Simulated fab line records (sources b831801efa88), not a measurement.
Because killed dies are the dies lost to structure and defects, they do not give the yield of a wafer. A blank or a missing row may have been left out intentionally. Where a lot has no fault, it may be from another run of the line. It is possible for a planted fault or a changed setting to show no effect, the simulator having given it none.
Which tool did it?    flow gf180mcu    12 lots with 36 wafers sampled at 5 steps, on a route of 602 steps

== WHAT THE GAUGES SHOWED, per wafer ==
GF_M4_RS_MEAS_05: uses a four-point probe to measure.
lot   measured      on             M4_ALCU_RS (ohm/sq)
L715  day 23 10:29  film metro-04  0.0694 0.0692 0.0679
L716  day 24 02:44  film metro-04  0.0695 0.0695 0.0687
L717  day 24 13:56  film metro-02  0.0690 0.0690 0.0695
L719  day 25 14:04  film metro-04  0.0705 0.0693 0.0693
L720  day 25 19:32  film metro-02  0.0694 0.0695 0.0692
L722  day 26 16:22  film metro-01  0.0699 0.0684 0.0696
L723  day 26 21:55  film metro-04  0.0688 0.0692 0.0709
L726  day 28 07:01  film metro-01  0.0678 0.0686 0.0687
L729  day 28 12:16  film metro-01  0.0692 0.0697 0.0696
L730  day 28 20:59  film metro-02  0.0688 0.0675 0.0668
L732  day 29 01:53  film metro-02  0.0677 0.0705 0.0685
L734  day 29 23:32  film metro-01  0.0684 0.0699 0.0696

GF_M4_CD_MEAS_14: target cd 280 nm.
lot   measured      on         cd nm (nm)
L715  day 24 08:57  cd sem-01  281.2 281.0 280.4
L716  day 25 00:09  cd sem-02  278.4 281.3 280.2
L717  day 25 10:53  cd sem-02  279.2 278.9 279.8
L719  day 26 10:31  cd sem-01  279.6 278.0 277.7
L720  day 26 15:51  cd sem-01  281.4 281.0 281.2
L722  day 27 12:15  cd sem-01  280.0 280.3 279.0
L723  day 27 17:44  cd sem-01  280.4 280.6 280.0
L726  day 29 02:24  cd sem-02  280.2 278.6 280.1
L729  day 29 07:36  cd sem-01  269.0 270.0 268.7
L730  day 29 16:04  cd sem-02  279.2 279.7 278.8
L732  day 29 20:39  cd sem-01  271.3 272.9 271.8
L734  day 30 17:21  cd sem-02  276.1 277.3 277.3

== EACH LOT AND THE TOOL THAT RAN IT (in order: tool; ch and the chambers of the sampled wafers; start) ==
lot   GF_V3_STRIP_18                        GF_V3_SPUTTER_22              GF_M4_SOFTBAKE_10
L715  plasma asher-01 ch 0,1, day 23 08:59  pvd sputter-02, day 23 09:38  litho track-02 ch 0, day 23 22:07
L716  plasma asher-01 ch 0,1, day 24 01:17  pvd sputter-04, day 24 01:53  litho track-02 ch 0, day 24 13:37
L717  plasma asher-01 ch 0,1, day 24 12:28  pvd sputter-03, day 24 13:02  litho track-01 ch 0, day 25 00:24
L719  plasma asher-01 ch 0, day 25 12:14    pvd sputter-02, day 25 13:10  litho track-03 ch 0, day 26 00:17
L720  plasma asher-03 ch 0,1, day 25 18:02  pvd sputter-04, day 25 18:38  litho track-02 ch 0, day 26 05:31
L722  plasma asher-01 ch 0,1, day 26 14:47  pvd sputter-03, day 26 15:30  litho track-01 ch 0, day 27 02:03
L723  plasma asher-04 ch 0,1, day 26 20:28  pvd sputter-04, day 26 21:02  litho track-01 ch 0, day 27 08:18
L726  plasma asher-03 ch 0,1, day 28 05:32  pvd sputter-02, day 28 06:10  litho track-01 ch 0, day 28 16:33
L729  plasma asher-03 ch 0,1, day 28 10:41  pvd sputter-02, day 28 11:23  litho track-02 ch 0, day 28 21:40
L730  plasma asher-04 ch 0,1, day 28 19:32  pvd sputter-02, day 28 20:08  litho track-01 ch 0, day 29 06:45
L732  plasma asher-04 ch 0,1, day 29 00:26  pvd sputter-02, day 29 01:02  litho track-02 ch 0, day 29 11:07
L734  plasma asher-03 ch 0,1, day 29 22:05  pvd sputter-03, day 29 22:41  litho track-01 ch 0, day 30 08:12
- GF_V3_STRIP_18: strips in O2/N2.
- GF_V3_SPUTTER_22: material TiN, target thk 10 nm, time 40 s.
- GF_M4_SOFTBAKE_10: time 60 s.

== WHAT THE TOOLS THEMSELVES READ (means of the sampled wafers that have a number; where no wafer has one, the mark that the record gives instead) ==
GF_V3_STRIP_18.
lot   tool             chamber pressure mTorr (mTorr)  drypump motor current A (A)  heater power w (W)  oes product au (a.u.)
L715  plasma asher-01  1500.8                          5.8                          348                 0.594
L716  plasma asher-01  1499.7                          5.8                          345                 0.591
L717  plasma asher-01  1498.8                          5.9                          346                 0.596
L719  plasma asher-01  1499.2                          5.6                          346                 0.592
L720  plasma asher-03  1498.0                          5.0                          316                 0.596
L722  plasma asher-01  1499.3                          5.9                          348                 0.591
L723  plasma asher-04  1500.3                          5.4                          324                 0.597
L726  plasma asher-03  1500.4                          4.8                          310                 0.591
L729  plasma asher-03  1500.3                          5.0                          314                 0.590
L730  plasma asher-04  1501.1                          5.7                          316                 0.595
L732  plasma asher-04  1501.3                          5.7                          313                 0.592
L734  plasma asher-03  1500.2                          4.9                          307                 0.592

GF_V3_SPUTTER_22.
lot   tool            throttle valve pct (%)
L715  pvd sputter-02  30.8
L716  pvd sputter-04  31.0
L717  pvd sputter-03  31.2
L719  pvd sputter-02  30.7
L720  pvd sputter-04  30.5
L722  pvd sputter-03  30.5
L723  pvd sputter-04  29.4
L726  pvd sputter-02  30.7
L729  pvd sputter-02  30.8
L730  pvd sputter-02  30.7
L732  pvd sputter-02  30.9
L734  pvd sputter-03  30.7

GF_M4_SOFTBAKE_10.
lot   tool            heater power total W (W)  plate temp C (C)
L715  litho track-02  93.06                     129.92
L716  litho track-02  93.06                     129.97
L717  litho track-01  93.10                     130.06
L719  litho track-03  93.02                     129.93
L720  litho track-02  93.06                     129.88
L722  litho track-01  93.05                     129.88
L723  litho track-01  93.04                     130.08
L726  litho track-01  93.03                     130.10
L729  litho track-02  95.76                     132.81
L730  litho track-01  93.03                     129.83
L732  litho track-02  95.79                     132.78
L734  litho track-01  93.10                     130.24

== THE ANSWER, worked out from the rows above alone ==
Rule: the usual values come from the lots themselves. Put in order of their means at a reading, lots are off if they are a third of the lots or fewer, leave a main group of 4 or more, and stand apart from it by a gap of 3 or more times the standard deviation of the main group's means; of several such gaps the widest counts. Not used: any main group whose means are identical at the precision the tables above print for the reading. A lot without any number at a reading at which 4 lots or more have one is off too. All remaining lots with rows at the step are treated as sound. The gauges are gone through in route order, then the tools' own readings, and for those a lot's mean is taken as printed above. At the first step where some lot is off, the reading lying furthest off is the one used; lots without a number count as furthest.
Off: L729, L732, at GF_M4_CD_MEAS_14 (cd nm). For the main group the mean is 279.6 nm and the standard deviation 1.2.
A tool fits if, at a process step before that reading, it ran every lot that is off, and no sound lot after the first of them. Not tried: the gauges at GF_M4_CD_MEAS_14; whatever is off there is also off at GF_M4_SOFTBAKE_10, on other tools, and gauge error can't account for it. One candidate fits, namely litho track-02 at GF_M4_SOFTBAKE_10. Its last sound lot is L720 (day 26 05:31), its first lot that is off L729 (day 28 21:40): a fault that began between those two fits.
The tool's own readings at GF_M4_SOFTBAKE_10 bear it out: on the lots that are off they differ by more than 5 times the standard deviation of the sound lots' means. heater power total W reads 95.78 W there against 93.06 W on the sound lots; plate temp C reads 132.80 C there against 129.99 C on the sound lots.

== WHAT HAD BEEN PUT IN BY THE SIMULATOR ==
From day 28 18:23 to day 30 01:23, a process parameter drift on litho track-02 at GF_M4_SOFTBAKE_10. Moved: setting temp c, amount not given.
Struck lots among those shown: L729, L732. The rule above found the same.
